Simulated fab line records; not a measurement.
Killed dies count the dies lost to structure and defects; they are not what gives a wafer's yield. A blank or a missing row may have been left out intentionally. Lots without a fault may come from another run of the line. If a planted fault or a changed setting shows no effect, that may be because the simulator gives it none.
Problem report in the 8D (eight disciplines) form, filled by code ; flow sky130 ; the parts of the form that need people (team, actions taken, sign-off) are left out

## 1. WHAT IS WRONG
run length s at SKY_VIA3_SOFTBAKE_08 reads a mean of 112.59 s on 2 wafers of 2 lots; wafers without a fault read 119.12 s with a standard deviation of 0.16. That puts it -41 standard deviations away from the usual mean.
The step: time 90 s.
First observed at day 40 21:00: wafer L877.4, on litho track-03. The record has a number at this step for 36 wafers belonging to 12 lots. Rule for "out", or "out of limits": more than 4 standard deviations from the usual mean. The other wafers with a number count as sound.

## 2. WHAT IT IS, AND WHAT IT ISN'T
question;is;is not
which readings at this step;run length s, heater power total W;-
which lots;L877, L882;L873, L874, L880, L885, L886, L887, L892, L894, L895, L896
which wafers of those lots;L877.4, L882.4;L877.1, L877.3, L882.3, L882.6
read on which tools;litho track-03;litho track-01, litho track-04
when;from day 40 21:00;"up to then (8 sound wafers); but 26 sound wafers of L880, L882, L885, L886, L887, L892, L894, L895, L896 came after"

## 3. SUSPECTS, AND WHAT RULES EACH OUT
Counting: any tool at a process step up to the reading remains a suspect provided it ran every lot that is out. Sound lots after the first of them don't rule it out here, since some wafers of a struck lot are sound.
- cmp-02 at SKY_VIA3_CMP_02 (polishes SiO2): kept. Ran every lot that is out, first one L877 (day 40 09:46); last sound lot up to then L873 (day 38 08:23).
- litho track-03 at SKY_VIA3_SOFTBAKE_08 (time 90 s): kept. Ran every lot that is out, first one L877 (day 40 21:00); last sound lot up to then L874 (day 39 13:00). Its own readings are out on those wafers: heater power total W, run length s.
The count leaves litho track-03 at SKY_VIA3_SOFTBAKE_08 and cmp-02 at SKY_VIA3_CMP_02.

## 4. THE CAUSE (what the simulator had put in)
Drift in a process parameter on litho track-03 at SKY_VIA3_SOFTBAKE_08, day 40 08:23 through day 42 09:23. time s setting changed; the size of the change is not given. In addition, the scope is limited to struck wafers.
Counting leaves 2 suspects; this tool is one of them.

## 5. SEQUENCE OF EFFECTS, ordered by route
Each row: a reading where the mean over the struck wafers with a number is more than 3 standard deviations away from the usual. Scope: only readings with a usual standard deviation given in the record; hours: median across lots of the time from each lot's start at the first step in this table that gives one to its start at this step; sigmas: change in usual standard deviations.
hours;step;reading;usual;on struck wafers;change;sigmas
0;SKY_VIA3_SOFTBAKE_08;heater power total W;57.34 W;58.86;+1.52;+13
0;SKY_VIA3_SOFTBAKE_08;run length s;119.12 s;112.59;-6.53;-41
Here are the process steps it includes:
- SKY_VIA3_SOFTBAKE_08: time 90 s.
Readings that are blank on the struck wafers while sound wafers have them: plate temp C at SKY_VIA3_SOFTBAKE_08.

## 6. WHAT WOULD HAVE CAUGHT IT SOONER
In this record the first reading out of limits was taken at day 40 21:00, 13 hours after the fault began at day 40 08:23.
